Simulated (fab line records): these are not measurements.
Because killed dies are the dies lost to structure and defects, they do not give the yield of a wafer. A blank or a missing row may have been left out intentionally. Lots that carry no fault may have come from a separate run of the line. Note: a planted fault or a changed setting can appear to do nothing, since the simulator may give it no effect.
The tool behind it: which one?	flow gf180mcu	6 lots with 18 wafers sampled at 3 steps, on a route of 602 steps

== WHAT THE GAUGES READ, wafer by wafer ==
GF_PSD_RS_MEAS_15: a four-point-probe measurement.
lot	measured	on	PSD_RS (ohm/sq)
L273	day 14 21:24	film-metro-03	108.12 108.42 108.36
L277	day 16 02:49	film-metro-01	108.73 108.63 108.72
L279	day 17 01:36	film-metro-01	108.36 108.71 108.72
L281	day 17 21:56	film-metro-03	108.56 108.30 108.16
L289	day 20 12:01	film-metro-01	107.02 107.13 106.71
L294	day 22 07:26	film-metro-01	108.25 108.39 108.07

== TOOL THAT RAN EACH LOT (tool first, then ch and the chambers of the sampled wafers, then the start) ==
lot	GF_PSD_IMPLANT_09	GF_PSD_STRIP_10
L273	implanter-02 ch 0, day 14 20:50	plasma-asher-02 ch 0,1, day 14 20:58
L277	implanter-02 ch 0, day 16 02:16	plasma-asher-03 ch 0,1, day 16 02:23
L279	implanter-03 ch 0, day 17 01:02	plasma-asher-02 ch 0,1, day 17 01:11
L281	implanter-01 ch 0, day 17 21:23	plasma-asher-02 ch 0,1, day 17 21:31
L289	implanter-01 ch 0, day 20 11:29	plasma-asher-03 ch 0,1, day 20 11:35
L294	implanter-02 ch 0, day 22 06:50	plasma-asher-02 ch 0,1, day 22 06:59
- GF_PSD_IMPLANT_09
- GF_PSD_STRIP_10: strips in O2/N2.

== THE ANSWER, worked out from the rows above alone ==
Rule: the usual values come from the lots themselves. The widest of any qualifying gaps counts: lots, ordered by their means at a reading, are off when they make up no more than a third of the lots, leave a main group of 4 or more, and stand apart from it by 3 or more times the standard deviation of that group's means. The tables above print the reading to a certain number of digits; a main group whose means all agree to those digits is not used. A lot without any number at a reading at which 4 lots or more have one is off too. The other lots that the step has rows for count as sound.
Off: L289, seen at GF_PSD_RS_MEAS_15 (PSD_RS). The main group: mean 108.43 ohm/sq, standard deviation 0.18.
If a tool, at a process step before that reading, ran all the lots that are off and no sound lot after the first of them, it fits. Gauges at GF_PSD_RS_MEAS_15: tried the same way as those tools. Undecided on this evidence; 2 tools fit (implanter-01 at GF_PSD_IMPLANT_09, plasma-asher-03 at GF_PSD_STRIP_10).

== WHAT THE SIMULATOR PUT IN ==
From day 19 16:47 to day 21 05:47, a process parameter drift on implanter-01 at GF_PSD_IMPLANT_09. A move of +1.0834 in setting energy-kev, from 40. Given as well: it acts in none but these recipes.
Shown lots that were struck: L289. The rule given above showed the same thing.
